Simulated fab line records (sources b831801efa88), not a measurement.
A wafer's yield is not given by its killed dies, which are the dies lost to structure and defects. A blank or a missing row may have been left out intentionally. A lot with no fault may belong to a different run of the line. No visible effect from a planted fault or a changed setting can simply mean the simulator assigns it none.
One fault seen from 2 desks | flow sky130 | numbers are kept per desk, each desk with only its own; the story behind them comes last

## AT THE METROLOGY DESK
What the gauges read for every lot (on any tool): the sampled wafers with a number, averaged. Any lot whose mean is over 4 standard deviations away from the usual mean is out of limits and marked OUT; that distance is given in the brackets.
Columns: A = NWELL_TW at SKY_NWELL_TW_MEAS_15, usual 1807; B = NWELL_01_OVL at SKY_NWELL_OVL_MEAS_23, usual -0.1 nm
lot  | first seen here | A    | B
L864 | day 4 14:35     | 1769 | -1.0
L866 | day 5 05:05     | 1775 | -0.6
L871 | day 6 12:59     | 1816 | -1.0
L872 | day 6 15:11     | 1822 | 1.3
L874 | day 7 08:20     | 1787 | 0.5
L878 | day 8 07:59     | 1818 | 0.6
L886 | day 10 06:41    | 1792 | -1.8
This desk found nothing out of limits on any of the 7 lots.

## DESK OF THE TOOL OWNER: implanter-03
The tool's own readings at SKY_NWELL_IMPLANT_24, given as means over the sampled wafers that have a number, one for each lot that went through this tool. Any lot whose mean is over 4 standard deviations away from the usual mean is out of limits and marked OUT; that distance is given in the brackets.
Columns: A = beam-energy-keV at SKY_NWELL_IMPLANT_24, usual 140.00
lot  | first seen here | A
L864 | day 5 08:13     | 139.99
L871 | day 7 08:22     | 152.14 (+99 or more) OUT
L872 | day 7 11:19     | 152.15 (+99 or more) OUT
L874 | day 8 04:40     | 152.04 (+99 or more) OUT
This desk's verdict: out of limits on L871, L872, L874, starting with L871 at day 7 08:22 (beam-energy-keV at SKY_NWELL_IMPLANT_24). Within limits: L864.

## BROUGHT TOGETHER
The tool owner's desk could have raised an alarm at day 7 08:22, on L871, L872, L874.
At the metrology desk, nothing out of limits was observed.
The metrology desk holds a record of L871, L872, L874, inside its limits.
The lots listed all ran SKY_NWELL_IMPLANT_24 on implanter-03.

## WHAT WAS PUT IN BY THE SIMULATOR
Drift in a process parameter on implanter-03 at SKY_NWELL_IMPLANT_24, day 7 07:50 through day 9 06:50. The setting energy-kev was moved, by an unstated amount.
Struck lots among those shown: L871, L872, L874.
Each desk's first reading out of limits, in hours after the fault started: the tool owner's desk, 1.
